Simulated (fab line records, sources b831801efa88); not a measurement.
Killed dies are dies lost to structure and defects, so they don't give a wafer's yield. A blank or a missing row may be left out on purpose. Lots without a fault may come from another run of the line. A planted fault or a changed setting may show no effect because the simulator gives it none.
fab line records | flow sky130
record lots=14 wafers=42 last_day=50
route steps=708 shown DNWELL@43 NWELL@82 VT_ADJUST_HVTP@94
lots that met no fault: from a run of the same line without faults
start_h: hours from the record's first day to the start of the lot's first wafer shown | wait_h: hours since the lot's step before | " the same as in the row above | L1.1+2: a row that stands for several wafers | - no value, or no start given | * or withheld: withheld | < > ~ a bound
route shown NAME@n: a module of which the file shows steps, and the number in the route of the first | usual: mean/standard deviation of fault-free wafers | same: alike in all rows | chamber/n: place in a boat | sites: the reading at each site | _std_site: their standard deviation | _edge_site: outer sites' mean less inner sites' | radius_mm: how far each site lies from the wafer's centre | mask NAME#n: copy n | behind: the tool/chamber that last shaped the wafer | hold: why the lot was held/for how many hours/how that ended | device: the transistor (n, p or np) that didn't switch | end of line: the same wafers' tests at the end of the route | a step without rows: its recipe alone | killed: dies lost to structure and defects at the first sort, not the wafer's yield | map: a wafer's dies, x killed, . not, _ none there
set.NAME: the setting as run; set.NAME@STEP: as run at that earlier step | model.NAME: the simulator's own value behind a step, which no gauge read
steps of the route over a sample of lots; a table a step, a row a wafer
services: from which hour (start_h, from the record's first day; less than 0 if before it) a tool's chamber was out of use, for how many hours, and why
## steps
# step SKY_DNWELL_STRIP_08
# recipe chemistry=O2/N2 power_w=1400 pressure_mtorr=1500 platen_temp_c=withheld o2_flow_sccm=3000 n2_flow_sccm=287.4 overash_fraction=0.5
# usual drypump_motor_current_A=5.74/0.3 oes_product_au=0.722/0.0047 strip_time_to_endpoint_s=36.89/0.09
# columns lot.wafer tool chamber start_h wait_h drypump_motor_current_A oes_product_au rf_hours_counter_h strip_time_to_endpoint_s
L689.1 plasma_asher-03 0 67.63 0.1 5.62 0.713 41 36.86
L689.3 " 1 " " 5.76 0.722 - 36.85
L689.5 " 1 " " 5.76 0.731 - 36.82
L690.1 plasma_asher-04 1 68.52 0.1 6.15 0.725 38 36.86
L690.3 " 0 " " 5.82 0.720 - 36.77
L690.5 " 1 " " 6.15 0.724 - 36.85
L691.2 plasma_asher-01 1 83.68 0.1 5.12 0.719 27 36.98
L691.4 " 1 " " 5.11 0.724 - 37.00
L691.5 " 0 " " 5.71 0.724 - 36.88
L692.1 plasma_asher-03 0 84.03 0.1 5.64 0.730 42 36.94
L692.4 " 0 " " 5.64 0.726 - 36.98
L692.6 " 1 " " 5.74 0.717 - 36.85
L701.2 plasma_asher-01 0 116.27 0.1 5.70 0.723 31 37.03
L701.3 " 0 " " 5.68 0.729 - 36.98
L701.5 " 1 " " 5.11 0.718 - 37.01
L702.1 plasma_asher-03 0 121.98 0.1 5.63 0.726 46 36.83
L702.2 " 1 " " 5.75 0.716 46 36.98
L702.4 " 0 " " 5.62 0.728 - 36.78
L703.3 plasma_asher-01 1 129.15 0.1 5.11 0.724 - 36.83
L703.5 " 1 " " 5.12 0.716 - 36.88
L703.6 " 0 " " 5.72 0.718 - 36.81
L704.1 plasma_asher-04 0 137.12 0.1 5.82 0.725 45 36.79
L704.2 " 1 " " 6.13 0.725 45 36.68
L704.4 " 1 " " 6.17 0.722 - 36.77
L705.1 plasma_asher-04 0 141.78 0.1 5.81 0.726 46 36.83
L705.3 " 0 " " 5.81 0.726 - 36.76
L705.6 " 1 " " 6.14 0.716 - 36.91
L708.2 plasma_asher-04 0 156.22 0.1 5.81 0.730 48 36.94
L708.4 " 0 " " 5.80 0.722 - 36.89
L708.6 " 1 " " 6.14 0.729 - 36.92
L709.2 plasma_asher-04 1 166.78 0.1 6.14 0.726 49 36.97
L709.3 " 1 " " 6.17 0.724 - 36.87
L709.4 " 0 " " 5.83 0.727 - 36.87
L710.2 plasma_asher-04 1 175.57 0.1 6.14 0.724 49 36.81
L710.4 " 0 " " 5.85 0.718 - 36.78
L710.5 " 1 " " 6.13 0.718 - 36.77
L711.1 plasma_asher-04 1 177.57 0.1 6.16 0.730 50 36.84
L711.5 " 1 " " 6.15 0.720 - 36.77
L711.6 " 0 " " 5.82 0.721 - 36.75
L712.2 plasma_asher-03 1 178.22 0.1 5.73 0.719 52 37.04
L712.5 " 1 " " 5.73 0.715 - 37.02
L712.6 " 0 " " 5.63 0.720 - 37.03
# step SKY_DNWELL_TW_MEAS_09
# usual DNWELL_TW=1119/10
# columns lot.wafer tool chamber start_h wait_h DNWELL_TW
L689.1 film_metro-03 - 67.73 0.1 1135
L689.3 " - " " 1124
L689.5 " - " " 1128
L690.1 film_metro-03 - 68.62 0.1 1130
L690.3 " - " " 1132
L690.5 " - " " 1130
L691.2 film_metro-01 - 83.79 0.1 1114
L691.4 " - " " 1109
L691.5 " - " " 1105
L692.1 film_metro-02 - 84.13 0.1 1126
L692.4 " - " " 1122
L692.6 " - " " 1126
L701.2 film_metro-03 - 116.38 0.1 1126
L701.3 " - " " 1129
L701.5 " - " " 1133
L702.1 film_metro-03 - 122.08 0.1 1117
L702.2 " - " " 1121
L702.4 " - " " 1126
L703.3 film_metro-01 - 129.24 0.1 1109
L703.5 " - " " 1110
L703.6 " - " " 1105
L704.1 film_metro-02 - 137.22 0.1 1125
L704.2 " - " " 1126
L704.4 " - " " 1130
L705.1 film_metro-01 - 141.88 0.1 1120
L705.3 " - " " 1110
L705.6 " - " " 1118
L708.2 film_metro-01 - 156.33 0.1 1111
L708.4 " - " " 1106
L708.6 " - " " 1107
L709.2 film_metro-01 - 166.89 0.1 1109
L709.3 " - " " 1112
L709.4 " - " " 1103
L710.2 film_metro-03 - 175.68 0.1 1127
L710.4 " - " " 1125
L710.5 " - " " 1126
L711.1 film_metro-02 - 177.67 0.1 1127
L711.5 " - " " 1126
L711.6 " - " " 1126
L712.2 film_metro-03 - 178.33 0.1 1132
L712.5 " - " " 1126
L712.6 " - " " 1126
# step SKY_NWELL_RS_MEAS_29
# recipe thk_meas_gauge=four-point-probe
# usual NWELL_RS=622.7/1.4
# columns lot.wafer tool chamber start_h wait_h NWELL_RS[ohm/sq]
L689.1 film_metro-01 - 119.47 0.1 624.0
L689.3 " - " " 625.4
L689.5 " - " " 623.6
L690.1 film_metro-03 - 120.27 0.1 624.2
L690.3 " - " " 621.5
L690.5 " - " " 623.5
L691.2 film_metro-03 - 137.65 0.1 622.6
L691.4 " - " " 622.1
L691.5 " - " " 622.6
L692.1 film_metro-03 - 138.93 0.1 623.7
L692.4 " - " " 624.9
L692.6 " - " " 623.2
L701.2 film_metro-02 - 174.60 0.1 621.9
L701.3 " - " " 622.3
L701.5 " - " " 622.4
L702.1 film_metro-03 - 181.18 0.1 623.7
L702.2 " - " " 621.8
L702.4 " - " " 622.2
L703.3 film_metro-02 - 189.51 0.1 621.5
L703.5 " - " " 621.4
L703.6 " - " " 623.1
L704.1 film_metro-01 - 196.17 0.1 622.3
L704.2 " - " " 622.9
L704.4 " - " " 623.0
L705.1 film_metro-03 - 203.92 0.1 623.2
L705.3 " - " " 624.9
L705.6 " - " " 624.1
L708.2 film_metro-02 - 220.25 0.1 622.6
L708.4 " - " " 622.6
L708.6 " - " " 621.4
L709.2 film_metro-02 - 231.75 0.1 621.7
L709.3 " - " " 622.4
L709.4 " - " " 621.3
L710.2 film_metro-01 - 241.90 0.1 624.3
L710.4 " - " " 624.6
L710.5 " - " " 624.0
L711.1 film_metro-02 - 243.98 0.1 623.7
L711.5 " - " " 623.0
L711.6 " - " " 621.5
L712.2 film_metro-01 - 245.59 0.1 625.3
L712.5 " - " " 624.3
L712.6 " - " " 626.0
# step SKY_VT_ADJUST_HVTP_IMPLANT_09
# recipe species=As energy_kev=150 dose_cm2=4.3e+12 tilt_deg=withheld
# columns lot.wafer tool chamber start_h wait_h
L689.1+3+5 implanter-04 0 137.77 0.0
L690.1+3+5 implanter-03 0 139.52 0.0
L691.2+4+5 implanter-03 0 155.85 0.0
L692.1+4+6 implanter-04 0 156.78 0.0
L692.1+4+6 implanter-04 0 157.09 0.3
L701.2+3+5 implanter-02 0 195.60 0.0
L701.2+3+5 implanter-02 0 195.92 0.3
L702.1+2+4 implanter-02 0 202.72 0.0
L703.3+5+6 implanter-03 0 211.92 0.1
L704.1+2+4 implanter-03 0 218.61 0.5
L705.1+3+6 implanter-02 0 226.72 0.0
L708.2+4+6 implanter-03 0 243.30 0.0
L709.2+3+4 implanter-03 0 255.35 0.0
L710.2+4+5 implanter-03 0 265.75 0.0
L711.1+5+6 implanter-02 0 267.83 0.0
L712.2+5+6 implanter-02 0 269.05 0.0
# step SKY_VT_ADJUST_HVTP_TW_MEAS_11
# usual VT_ADJUST_HVTP_TW=1355/11
# columns lot.wafer tool chamber start_h wait_h VT_ADJUST_HVTP_TW
L689.1 film_metro-02 - 138.02 0.1 1376
L689.3 " - " " 1373
L689.5 " - " " 1377
L690.1 film_metro-02 - 139.77 0.1 1379
L690.3 " - " " 1378
L690.5 " - " " 1365
L691.2 film_metro-01 - 156.09 0.1 1347
L691.4 " - " " 1351
L691.5 " - " " 1343
L692.1 film_metro-02 - 157.34 0.1 1698
L692.4 " - " " 1711
L692.6 " - " " 1703
L701.2 film_metro-02 - 196.15 0.1 1706
L701.3 " - " " 1708
L701.5 " - " " 1709
L702.1 film_metro-01 - 202.97 0.1 1350
L702.2 " - " " 1347
L702.4 " - " " 1346
L703.3 film_metro-01 - 212.14 0.1 1347
L703.5 " - " " 1354
L703.6 " - " " 1347
L704.1 film_metro-01 - 218.86 0.1 1341
L704.2 " - " " 1339
L704.4 " - " " 1343
L705.1 film_metro-01 - 226.97 0.1 1335
L705.3 " - " " 1342
L705.6 " - " " 1337
L708.2 film_metro-01 - 243.53 0.1 1358
L708.4 " - " " 1363
L708.6 " - " " 1361
L709.2 film_metro-04 - 255.58 0.1 1341
L709.3 " - " " 1349
L709.4 " - " " 1349
L710.2 film_metro-04 - 265.98 0.1 1362
L710.4 " - " " 1348
L710.5 " - " " 1352
L711.1 film_metro-02 - 268.08 0.1 1375
L711.5 " - " " 1382
L711.6 " - " " 1388
L712.2 film_metro-04 - 269.28 0.1 1355
L712.5 " - " " 1356
L712.6 " - " " 1352
## services
# columns tool chamber start_h hours kind
implanter-04 - 53.74 3.5 repair
implanter-03 - 60.00 2.2 repair
plasma_asher-04 - 82.22 3.0 repair
implanter-02 - 104.66 1.3 repair
implanter-04 - 115.95 0.5 repair
implanter-02 - 128.29 0.8 repair
implanter-03 - 130.44 5.9 pm
plasma_asher-04 - 212.44 14.6 pm
implanter-02 - 216.12 10.5 repair
implanter-04 - 216.35 3.5 pm
implanter-04 - 220.82 0.6 repair
implanter-04 - 224.83 0.7 repair
implanter-04 - 253.82 2.1 repair
## key
first_sign step=SKY_VT_ADJUST_HVTP_IMPLANT_09 reading=visit direction=added
effect step=SKY_VT_ADJUST_HVTP_TW_MEAS_11 reading=VT_ADJUST_HVTP_TW direction=up sigmas=31 usual=1355 struck=1706
met_at SKY_VT_ADJUST_HVTP_IMPLANT_09
struck_lots L692,L701
sort_left_out L701.2,L701.3,L701.5
tester_left_out L692,L701
not_acting_at SKY_DNWELL_STRIP_08,SKY_DNWELL_TW_MEAS_09,SKY_NWELL_RS_MEAS_29
fault kind=repeated_step_whole tool=implanter-02,implanter-03,implanter-04 chamber=- onset_h=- steps=SKY_VT_ADJUST_HVTP_IMPLANT_09 times=1 scope=struck_lots_only
# tester_left_out: of these lots the tester's yield and bins aren't shown, on N5 and GAA mostly nor the transistor test; their killed dies are dies lost to structure and defects alone, not to doping, threshold or leakage, so they don't give the yield
# sort_left_out: the simulated sort isn't trusted on such a fault, so these wafers' sort isn't shown, and their yield isn't known
